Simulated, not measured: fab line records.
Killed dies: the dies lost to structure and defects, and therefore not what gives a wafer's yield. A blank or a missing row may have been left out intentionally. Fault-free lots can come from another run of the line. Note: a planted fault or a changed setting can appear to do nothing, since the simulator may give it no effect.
Which of the tools did it? / flow sfqLine / Sampling: 7 lots, 21 wafers, 3 of 325 route steps

WHAT THE GAUGES SHOWED, per wafer
SFQ_M7_OVL_MEAS_945.
lot=L669; measured=day 67 09:16; on=overlay-02; M7_OVL (nm)=3 3 8
lot=L671; measured=day 67 11:40; on=overlay-02; M7_OVL (nm)=1 -1 -4
lot=L674; measured=day 67 15:16; on=overlay-02; M7_OVL (nm)=-2 -6 -3
lot=L676; measured=day 67 18:28; on=overlay-01; M7_OVL (nm)=-14 -8 -7
lot=L678; measured=day 70 09:13; on=overlay-01; M7_OVL (nm)=2 3 4
lot=L682; measured=day 73 15:37; on=overlay-02; M7_OVL (nm)=6 -2 7
lot=L687; measured=day 75 04:30; on=overlay-01; M7_OVL (nm)=1 -3 1

WHAT TOOL EACH LOT RAN ON (gives the tool, then ch and the chambers of the sampled wafers, and finally the start)
lot=L669; SFQ_TRILAYER_L0_CAP_PECVD_011=pecvd-04 ch 0,1, day 4 11:42; SFQ_TRILAYER_L0_VIA_ETCH_VIA_ETCH_016=rieDiel-02 ch 1,2,3, day 7 16:04
lot=L671; SFQ_TRILAYER_L0_CAP_PECVD_011=pecvd-03 ch 1,2, day 5 02:06; SFQ_TRILAYER_L0_VIA_ETCH_VIA_ETCH_016=rieDiel-02 ch 0,1, day 8 08:59
lot=L674; SFQ_TRILAYER_L0_CAP_PECVD_011=pecvd-03 ch 0,1, day 5 22:02; SFQ_TRILAYER_L0_VIA_ETCH_VIA_ETCH_016=rieDiel-02 ch 0,1, day 9 12:35
lot=L676; SFQ_TRILAYER_L0_CAP_PECVD_011=pecvd-03 ch 0,2, day 6 06:16; SFQ_TRILAYER_L0_VIA_ETCH_VIA_ETCH_016=rieDiel-04 ch 0,1,2, day 9 22:38
lot=L678; SFQ_TRILAYER_L0_CAP_PECVD_011=pecvd-01 ch 0,2, day 6 15:52; SFQ_TRILAYER_L0_VIA_ETCH_VIA_ETCH_016=rieDiel-04 ch 1,2,3, day 10 04:38
lot=L682; SFQ_TRILAYER_L0_CAP_PECVD_011=pecvd-03 ch 0,1,2, day 7 14:42; SFQ_TRILAYER_L0_VIA_ETCH_VIA_ETCH_016=rieDiel-03 ch 0,2,3, day 11 04:12
lot=L687; SFQ_TRILAYER_L0_CAP_PECVD_011=pecvd-04 ch 0,1, day 8 21:42; SFQ_TRILAYER_L0_VIA_ETCH_VIA_ETCH_016=rieDiel-02 ch 0,2,3, day 12 07:47
- SFQ_TRILAYER_L0_CAP_PECVD_011: deposits SiO2 from SiH4/N2O, time 13.333 s, target thk 60 nm.
- SFQ_TRILAYER_L0_VIA_ETCH_VIA_ETCH_016: etches SiO2 in CHF3, stops on MoNx KI, target depth 80 nm.

THE ANSWER, worked out from the rows above alone
Rule: the usual values come from the lots themselves. The widest of any qualifying gaps counts: lots, ordered by their means at a reading, are off when they make up no more than a third of the lots, leave a main group of 4 or more, and stand apart from it by 3 or more times the standard deviation of that group's means. If all means in a main group match to the digits the tables above print for the reading, that group is not used. Also off: a lot with no number at a reading for which 4 or more lots have one. Any other lot the step has rows for is counted as sound.
Across all readings shown, no lot is off: no conclusion can be drawn from this.

WHAT THE SIMULATOR HAD INSERTED
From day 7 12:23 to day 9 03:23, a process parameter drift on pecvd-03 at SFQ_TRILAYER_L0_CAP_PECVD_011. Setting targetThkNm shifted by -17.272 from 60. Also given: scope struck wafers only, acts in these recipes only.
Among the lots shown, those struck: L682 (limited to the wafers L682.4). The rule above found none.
